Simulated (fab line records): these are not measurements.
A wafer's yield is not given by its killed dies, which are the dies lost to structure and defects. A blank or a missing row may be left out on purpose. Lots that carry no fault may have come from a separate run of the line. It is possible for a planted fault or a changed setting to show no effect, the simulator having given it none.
A struck lot beside a sound one / flow sfq line / 13 steps out of a route of 325
Sound: these wafers, L642.2, L642.5, L642.6. Struck: wafers L648.1, L648.5 (left out: L648.3, a lot-mate that was not struck); the cause follows at the end.
At each step with rows: each side's tool, then ch and its chambers, then its first start. Under that, the readings that differ: sound wafers / struck wafers / difference of the means / sigmas: that difference in standard deviations of wafers without a fault.
alike: a reading whose means differ by less than 2 such deviations, as well as words and numbers matching on both sides. not compared: withheld readings; readings where some wafer has no value; bounds like >300 that might hide an equal value; numbers whose values overlap and for which the record gives no deviation.
A row with sigmas, a row that says differs or no value, or rows on one side alone: a step with any of these is where the two part. Numbers that don't overlap but have no deviation are shown without sigmas and don't part them. A reading that every wafer of one side lacks parts them only if that side has two wafers or more.

first, 1 step without rows for these wafers: SFQ_TRILAYER_M4_DEP_PRE_CLEAN_092 (time 22.5 s).
SFQ_TRILAYER_M4_DEP_SPUTTER_091: material Nb, target thk 200 nm, time 133.3 s.
  struck on pvd sputter-04, day 43 14:59; sound on pvd sputter-06, day 41 02:22
  alike: throttle valve pct
SFQ_M4_RS_MEAS_924: measurement is done with a four-point probe.
  struck on film metro-03, day 43 15:04; sound on film metro-01, day 41 02:28
  alike: M4_NB_RS
then, 6 steps without rows for these wafers: SFQ_TRILAYER_M4_LITHO_COAT_098 (resist thk 62 nm); SFQ_TRILAYER_M4_LITHO_COAT_093 (resist thk 600 nm); SFQ_TRILAYER_M4_LITHO_SOFTBAKE_097; SFQ_TRILAYER_M4_LITHO_EXPOSE_094 (exposes mask M4, target cd 500 nm); SFQ_TRILAYER_M4_LITHO_PEB_096 (peb time 60 s); SFQ_TRILAYER_M4_LITHO_DEVELOP_095 (time 60 s).
-- the record jumps here: 6 days lie between the struck wafers' starts before and after --
SFQ_M4_OVL_MEAS_926:
  struck on overlay-02, day 49 18:37; sound on overlay-02, day 47 10:17
  alike: M4_OVL
SFQ_TRILAYER_M4_BARC_OPEN_METAL_ETCH_123: etches BARC in O2, target depth 125 nm, time 41.7 s.
  sound on rie metal-04 ch 0,1, day 47 10:19; struck on rie metal-04 ch 0, day 49 18:38
  alike: drypump motor current A, oes product au
  not compared: rf hours counter h
SFQ_TRILAYER_M4_ETCH_METAL_ETCH_096: etches Nb in Cl2/Ar, stops on SiO2, target depth 240 nm, time 120 s.
  sound on rie metal-04 ch 0,1, day 47 10:23; struck on rie metal-04 ch 0, day 49 18:42
reading=oes product au (a.u.); sound=0.905 0.894 0.904; struck=0.892 0.883; difference=-0.014; sigmas=-2
reading=model.KrF_of_TRILAYER_M4_LITHO_COAT_093.thk nm (nm); sound=386.5 382.1 388.9; struck=317.5 315.9; difference=-69.1; sigmas=
reading=model.SiO2_of_TRILAYER_I3_DEP_PECVD_081.thk nm (nm); sound=191.4 193.4 192.3; struck=179.8 181.7; difference=-11.6; sigmas=
reading=model.M4.feature depth nm (nm); sound=200.5 200.2 202.1; struck=208.2 207; difference=+6.7; sigmas=
  alike: drypump motor current A
  not compared: rf hours counter h
SFQ_TRILAYER_M4_STRIP_STRIP_097: strips in O2.
  sound on rie metal-04 ch 0,1, day 47 10:30; struck on rie metal-04 ch 0, day 49 18:50
  alike: drypump motor current A, oes product au
  not compared: rf hours counter h

== WHERE THEY PART ==
Only at SFQ_TRILAYER_M4_ETCH_METAL_ETCH_096, as far as this record shows. Later steps at which nothing parts them and some readings are alike: SFQ_TRILAYER_M4_STRIP_STRIP_097.

WHY: what had been put in by the simulator
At SFQ_TRILAYER_M4_ETCH_METAL_ETCH_096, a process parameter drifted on rie metal-04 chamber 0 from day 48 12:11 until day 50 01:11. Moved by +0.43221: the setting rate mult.
